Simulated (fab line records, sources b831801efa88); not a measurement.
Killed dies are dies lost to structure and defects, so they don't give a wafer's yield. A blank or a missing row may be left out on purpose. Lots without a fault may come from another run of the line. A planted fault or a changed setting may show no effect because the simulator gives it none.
Problem report in the 8D (eight disciplines) form, filled by code | flow gf180mcu | the parts of the form that need people (team, actions taken, sign-off) are left out

1. THE PROBLEM
CONTACT_CVD_02_THK at GF_CONTACT_THK_MEAS_03 reads a mean of 1129 nm on 3 wafers of 2 lots; wafers without a fault read 858 nm with a standard deviation of 13. That is +21 standard deviations from the usual mean.
First seen on wafer L901.3, day 21 21:22, on film_metro-01. The record holds 36 wafers of 12 lots with a number at this step. Rule for "out", or "out of limits": more than 4 standard deviations from the usual mean. The other wafers with a number count as sound.

2. WHAT IT IS AND WHAT IT IS NOT
question                    | is                     | is not
which readings at this step | CONTACT_CVD_02_THK     | -
which lots                  | L901, L902             | L883, L884, L885, L888, L891, L892, L894, L898, L900, L904
which wafers of those lots  | L901.3, L902.3, L902.6 | L901.1, L901.2, L902.1
read on which gauges        | film_metro-01          | film_metro-02, film_metro-03
when                        | from day 21 21:22      | up to then (29 sound wafers); but 4 sound wafers of L902, L904 came after

3. SUSPECTS, AND WHAT RULES EACH OUT
Counting: a tool at a process step up to the reading stays a suspect if it ran every lot that is out. Sound lots after the first of them don't rule it out here, since some wafers of a struck lot are sound.
- the gauge at GF_CONTACT_THK_MEAS_03: ruled out. All the wafers that are out were read on film_metro-01, but those of them that GF_CONTACT_CMP_04 has rows for are out there too, on other tools.
- pecvd-03 at GF_CONTACT_CVD_02 (deposits SiO2 from TEOS, target thk 860 nm, time 95.992 s): kept. It ran every lot that is out, first L901 (day 21 21:18); its last sound lot up to then is L888 (day 16 20:04).
Left after counting: pecvd-03 at GF_CONTACT_CVD_02.

4. THE CAUSE (what the simulator had put in)
Process parameter drift: pecvd-03, from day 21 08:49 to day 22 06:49, at GF_CONTACT_CVD_02. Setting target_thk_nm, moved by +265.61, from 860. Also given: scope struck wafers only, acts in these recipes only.
Counting left only this tool.

5. THE CHAIN OF EFFECTS, in route order
Each row: a reading whose mean over the struck wafers that have a number lies more than 3 standard deviations from the usual. Only readings for which the record gives a usual standard deviation are gone through. hours: the time from each lot's start at the first step in this table that gives one to its start at this step, as a median over the lots. sigmas: the change in usual standard deviations.
hours | step                   | reading            | usual  | on struck wafers | change | sigmas
0     | GF_CONTACT_THK_MEAS_03 | CONTACT_CVD_02_THK | 858 nm | 1129             | +271   | +21
1     | GF_CONTACT_CMP_04      | time_to_endpoint_s | 110 s  | 213              | +103   | +13
The process steps in it:
- GF_CONTACT_CMP_04: polishes SiO2.

6. WHAT WOULD HAVE CAUGHT IT SOONER
In this record the first reading out of limits at a measuring or inspecting step was taken at day 21 21:22, 13 hours after the fault began at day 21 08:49.
Of the tool readings at GF_CONTACT_CVD_02 for which the record gives a usual standard deviation, none was out on any struck wafer, so an alarm limit of 4 standard deviations on them would not have fired.
Of the lots that are out (2), L902 began GF_CONTACT_CVD_02 on pecvd-03 after day 21 21:22. A hold on the tool at that time would have spared it.
